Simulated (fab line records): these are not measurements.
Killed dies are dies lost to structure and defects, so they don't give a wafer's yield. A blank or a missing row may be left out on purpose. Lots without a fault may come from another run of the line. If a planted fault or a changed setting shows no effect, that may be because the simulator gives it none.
The tool behind it: which one? ; flow sky130 ; 14 lots with 42 wafers sampled at 2 steps, on a route of 708 steps

## WHAT THE GAUGES SHOWED, per wafer
SKY_VT_ADJUST_NCORE_CD_MEAS_07: the cd target is 380 nm. Usual: 379.1 nm for cdNm, sd 2.5.
lot;measured;on;cdNm (nm);flag
L848;day 8 17:58;cdSem-01;376.7 378.9 377.0;
L849;day 8 22:54;cdSem-02;376.7 377.7 381.0;
L852;day 10 03:04;cdSem-02;380.6 380.6 379.4;
L853;day 10 04:05;cdSem-02;380.0 380.5 381.6;
L854;day 10 09:03;cdSem-02;377.1 374.9 374.5;
L855;day 10 17:47;cdSem-02;379.4 380.9 380.9;
L856;day 11 01:15;cdSem-02;381.9 381.6 380.3;
L859;day 11 19:01;cdSem-01;382.3 379.6 382.5;
L860;day 12 02:20;cdSem-01;375.7 379.5 375.5;
L861;day 12 09:20;cdSem-01;381.3 377.9 378.7;
L862;day 12 18:25;cdSem-02;379.1 379.9 377.9;
L863;day 13 00:21;cdSem-01;376.0 375.1 376.3;
L865;day 13 11:16;cdSem-02;376.6 375.3 375.9;
L869;day 14 16:46;cdSem-02;376.5 376.3 375.5;

## EACH LOT AND THE TOOL THAT RAN IT (in order: tool; ch and the chambers of the sampled wafers; start)
lot;SKY_NWELL_RTA_28
L848;rtpAnneal-02 ch 0, day 5 10:38
L849;rtpAnneal-02 ch 0, day 5 16:20
L852;rtpAnneal-02 ch 0, day 6 10:41
L853;rtpAnneal-01 ch 0, day 6 16:50
L854;rtpAnneal-02 ch 0, day 6 21:15
L855;rtpAnneal-01 ch 0, day 7 04:29
L856;rtpAnneal-02 ch 0, day 7 10:14
L859;rtpAnneal-01 ch 0, day 8 02:29
L860;rtpAnneal-02 ch 0, day 8 08:18
L861;rtpAnneal-01 ch 0, day 8 14:28
L862;rtpAnneal-02 ch 0, day 8 22:08
L863;rtpAnneal-01 ch 0, day 9 03:29
L865;rtpAnneal-01 ch 0, day 9 12:11
L869;rtpAnneal-02 ch 0, day 10 16:34
- SKY_NWELL_RTA_28: time 30 s.

## WHAT THE TOOLS THEMSELVES READ (means of the sampled wafers that have a number; where no wafer has one, the mark that the record gives instead)
SKY_NWELL_RTA_28. Usual: annealTempCMax 1056.5, standard deviation 1.6; lampPowerPct 25.31 %, standard deviation 0.048; rampDownCPerS 89.997, standard deviation 0.016; wafer_temp_C_max 1055.0, standard deviation 1.1.
lot;tool;annealTempCMax;lampPowerPct (%);rampDownCPerS;wafer_temp_C_max;flag
L848;rtpAnneal-02;1056.1;25.32;90.025;1054.5;
L849;rtpAnneal-02;1054.8;25.31;89.991;1054.9;
L852;rtpAnneal-02;1055.0;25.33;90.000;1053.9;
L853;rtpAnneal-01;1058.5;25.33;90.007;1054.8;
L854;rtpAnneal-02;1055.7;25.37;89.993;1055.1;
L855;rtpAnneal-01;1057.4;25.32;90.013;1055.1;
L856;rtpAnneal-02;1056.0;25.33;89.989;1055.7;
L859;rtpAnneal-01;1057.4;25.30;89.984;1055.5;
L860;rtpAnneal-02;1055.6;25.33;89.987;1055.2;
L861;rtpAnneal-01;1058.3;25.33;89.986;1055.2;
L862;rtpAnneal-02;1055.5;25.32;90.010;1055.0;
L863;rtpAnneal-01;1057.8;25.31;90.000;1055.1;
L865;rtpAnneal-01;1059.5;25.27;90.000;1054.8;
L869;rtpAnneal-02;1055.7;25.27;90.009;1054.3;

## THE ANSWER, worked out from the rows above alone
Rule: lot off if the mean of its wafers having a number is beyond 3 standard deviations from the usual mean. Also off: a lot with no number at a reading for which 4 or more lots have one. The other lots that the step has rows for count as sound. The gauges are gone through in route order, then the tools' own readings, and for those a lot's mean is taken as printed above. The first step at which some lot is off is used, and at that step the reading that is off furthest; a lot without a number counts as furthest.
Nothing can be told from this: no lot is off at any reading shown.

## WHAT THE SIMULATOR HAD INSERTED
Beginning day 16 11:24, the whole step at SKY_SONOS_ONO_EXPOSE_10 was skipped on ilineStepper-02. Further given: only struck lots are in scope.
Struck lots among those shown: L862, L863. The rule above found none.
